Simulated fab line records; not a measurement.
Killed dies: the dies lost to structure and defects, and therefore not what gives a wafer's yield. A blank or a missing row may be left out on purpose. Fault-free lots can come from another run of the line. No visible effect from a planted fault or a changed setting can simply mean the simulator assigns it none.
Which tool is to blame? :: flow gf180mcu :: 10 lots, 30 wafers sampled, at 4 steps of a route of 602

WHAT THE GAUGES SHOWED, per wafer
GF_HV_LDD_TW_MEAS_38.
lot: L216
measured: day 11 07:22
on: filmMetro-02
HV_LDD_3_TW: 1435 1436 1431

lot: L217
measured: day 11 22:23
on: filmMetro-03
HV_LDD_3_TW: 1448 1449 1441

lot: L218
measured: day 12 06:00
on: filmMetro-02
HV_LDD_3_TW: 1440 1440 1442

lot: L219
measured: day 12 09:48
on: filmMetro-03
HV_LDD_3_TW: 1455 1457 1451

lot: L221
measured: day 13 02:23
on: filmMetro-02
HV_LDD_3_TW: 1437 1440 1434

lot: L222
measured: day 13 07:26
on: filmMetro-01
HV_LDD_3_TW: 1439 1440 1441

lot: L226
measured: day 14 21:29
on: filmMetro-02
HV_LDD_3_TW: 1429 1427 1423

lot: L236
measured: day 17 21:59
on: filmMetro-03
HV_LDD_3_TW: 1379 1380 1391 1379 1384 1388

lot: L237
measured: day 18 07:54
on: filmMetro-03
HV_LDD_3_TW: 1391 1386 1385 1397 1395 1391

lot: L238
measured: day 18 18:16
on: filmMetro-02
HV_LDD_3_TW: 1376 1376 1371 1377 1376 1375

TOOL THAT RAN EACH LOT (tool first, then ch and the chambers of the sampled wafers, then the start)
lot: L216
GF_DUAL_GATE_STRIP_13: plasmaAsher-04 ch 0,1, day 8 01:45
GF_POLY_GATE_ETCH_13: rieSi-01 ch 0,1,2, day 8 23:16
GF_HV_LDD_IMPLANT_35: implanter-01 ch 0, day 11 07:01

lot: L217
GF_DUAL_GATE_STRIP_13: plasmaAsher-01 ch 0,1, day 8 14:32
GF_POLY_GATE_ETCH_13: rieSi-01 ch 0,1, day 9 12:40
GF_HV_LDD_IMPLANT_35: implanter-04 ch 0, day 11 22:01

lot: L218
GF_DUAL_GATE_STRIP_13: plasmaAsher-01 ch 0,1, day 8 18:43
GF_POLY_GATE_ETCH_13: rieSi-01 ch 0,1,2, day 9 18:04
GF_HV_LDD_IMPLANT_35: implanter-03 ch 0, day 12 05:37

lot: L219
GF_DUAL_GATE_STRIP_13: plasmaAsher-02 ch 0,1, day 9 00:52
GF_POLY_GATE_ETCH_13: rieSi-01 ch 0,3, day 9 22:58
GF_HV_LDD_IMPLANT_35: implanter-01 ch 0, day 12 09:24

lot: L221
GF_DUAL_GATE_STRIP_13: plasmaAsher-02 ch 1, day 9 15:28
GF_POLY_GATE_ETCH_13: rieSi-02 ch 0,1,3, day 10 13:50
GF_HV_LDD_IMPLANT_35: implanter-04 ch 0, day 13 02:01

lot: L222
GF_DUAL_GATE_STRIP_13: plasmaAsher-04 ch 0,1, day 9 19:34
GF_POLY_GATE_ETCH_13: rieSi-02 ch 1,3, day 10 17:33
GF_HV_LDD_IMPLANT_35: implanter-03 ch 0, day 13 07:02

lot: L226
GF_DUAL_GATE_STRIP_13: plasmaAsher-04 ch 0,1, day 11 05:40
GF_POLY_GATE_ETCH_13: rieSi-01 ch 0,2,3, day 12 05:10
GF_HV_LDD_IMPLANT_35: implanter-03 ch 0, day 14 21:05

lot: L236
GF_DUAL_GATE_STRIP_13: plasmaAsher-02 ch 0,1, day 14 00:25
GF_POLY_GATE_ETCH_13: rieSi-02 ch 1,2,3, day 15 01:04
GF_HV_LDD_IMPLANT_35: implanter-03 ch 0, day 17 21:35

lot: L237
GF_DUAL_GATE_STRIP_13: plasmaAsher-04 ch 0,1, day 14 07:37
GF_POLY_GATE_ETCH_13: rieSi-02 ch 1,2,3, day 15 10:02
GF_HV_LDD_IMPLANT_35: implanter-03 ch 0, day 18 07:30

lot: L238
GF_DUAL_GATE_STRIP_13: plasmaAsher-04 ch 0,1, day 14 18:37
GF_POLY_GATE_ETCH_13: rieSi-01 ch 1,2,3, day 15 19:37
GF_HV_LDD_IMPLANT_35: implanter-03 ch 0, day 18 17:52
- GF_DUAL_GATE_STRIP_13: strips in O2/N2.
- GF_POLY_GATE_ETCH_13: etches poly-Si in HBr/Cl2, stops on SiO2, target depth 198.5 nm, time 69.6 s.
- GF_HV_LDD_IMPLANT_35

THE ANSWER, worked out from the rows above alone
Rule: what is usual is taken from the lots themselves. Put in order of their means at a reading, lots are off if they are a third of the lots or fewer, leave a main group of 4 or more, and stand apart from it by a gap of 3 or more times the standard deviation of the main group's means; of several such gaps the widest counts. A main group whose means are all the same, to the digits that the tables above print for the reading, isn't used. Also off: a lot with no number at a reading for which 4 or more lots have one. Where the step has rows for the other lots, those lots are counted as sound.
Off: at GF_HV_LDD_TW_MEAS_38 (HV_LDD_3_TW), L236, L237, L238. Main group: mean 1440, sd 8.2.
A tool fits if, at a process step before that reading, it ran every lot that is off, and no sound lot after the first of them. The gauges at GF_HV_LDD_TW_MEAS_38 are tried like those tools. One fits: implanter-03 at GF_HV_LDD_IMPLANT_35. A fault onset in the window from L226 (day 14 21:05, its last sound lot) to L236 (day 17 21:35, its first lot off) fits.

WHAT WAS PUT IN BY THE SIMULATOR
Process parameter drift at GF_HV_LDD_IMPLANT_35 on implanter-03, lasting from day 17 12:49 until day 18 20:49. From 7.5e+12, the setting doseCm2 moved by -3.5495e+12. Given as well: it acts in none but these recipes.
Struck lots among those shown: L236, L237, L238. The rule above reached the same finding.
